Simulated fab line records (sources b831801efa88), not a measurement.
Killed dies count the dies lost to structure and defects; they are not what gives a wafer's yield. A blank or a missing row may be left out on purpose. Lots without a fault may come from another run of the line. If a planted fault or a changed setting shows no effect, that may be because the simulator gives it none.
8D (eight disciplines) problem report, filled in by code :: flow gf180mcu :: the parts of the form that need people (team, actions taken, sign-off) are left out

## 1. WHAT WENT WRONG
At GF_V2_ETCH_16, rf_fwd_power_W averages 295.3 W over 9 wafers from 3 lots, while fault-free wafers read 495.0 W, standard deviation 1.8. So: -99 or more standard deviations from the usual mean.
The step: etches BARC in N2/H2.
Earliest sighting: wafer L145.3 on rie_diel-01 at day 25 11:49. The record has a number at this step for 21 wafers belonging to 7 lots. Rule for "out", or "out of limits": more than 4 standard deviations from the usual mean. All remaining wafers that have a number are taken as sound.

## 2. WHAT IT IS AND WHAT IT IS NOT
question: which readings at this step
is: rf_fwd_power_W, oes_product_au
is not: drypump_motor_current_A, throttle_valve_pct

question: which lots
is: L145, L146, L147
is not: L132, L142, L144, L153

question: which wafers of those lots
is: all that have a number
is not: -

question: read on which tools
is: rie_diel-01
is not: rie_diel-02, rie_diel-04

question: when
is: from day 25 11:49
is not: up to then (9 sound wafers); but 3 sound wafers of L153 came after

## 3. WHAT RULES OUT EACH SUSPECT
Counting: any tool at a process step up to the reading is kept as a suspect provided that every lot that is out went through it and no sound lot did after the first of them.
- rie_diel-01 at GF_V2_ETCH_16 (etches BARC in N2/H2): kept. Every lot that is out went through it, starting with L145 (day 25 11:49), and after that it ran no sound lot; the last sound lot it ran before then is L142 (day 24 14:35). Out on those wafers are its own readings of oes_product_au, rf_fwd_power_W.
Remaining after the count: rie_diel-01 at GF_V2_ETCH_16.

## 4. THE CAUSE (what the simulator had put in)
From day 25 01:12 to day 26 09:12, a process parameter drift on rie_diel-01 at GF_V2_ETCH_16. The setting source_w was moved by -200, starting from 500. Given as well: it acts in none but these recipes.
Only this tool survived the counting.

## 5. SEQUENCE OF EFFECTS, ordered by route
One row per reading whose mean, taken over the struck wafers that have a number, lies over 3 standard deviations from the usual. Scope: only readings with a usual standard deviation given in the record; hours: median across lots of the time from each lot's start at the first step in this table that gives one to its start at this step; sigmas: change in usual standard deviations.
hours: 0
step: GF_V2_ETCH_16
reading: oes_product_au
usual: 0.855 a.u.
on struck wafers: 0.784
change: -0.071
sigmas: -15

hours: 0
step: GF_V2_ETCH_16
reading: rf_fwd_power_W
usual: 495.0 W
on struck wafers: 295.3
change: -199.7
sigmas: -99 or more
Here are the process steps it includes:
- GF_V2_ETCH_16: etches BARC in N2/H2.

## 6. HOW IT WOULD HAVE BEEN CAUGHT EARLIER
The fault began at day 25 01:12; the first out-of-limits reading in this record came at day 25 11:49, 11 hours later.
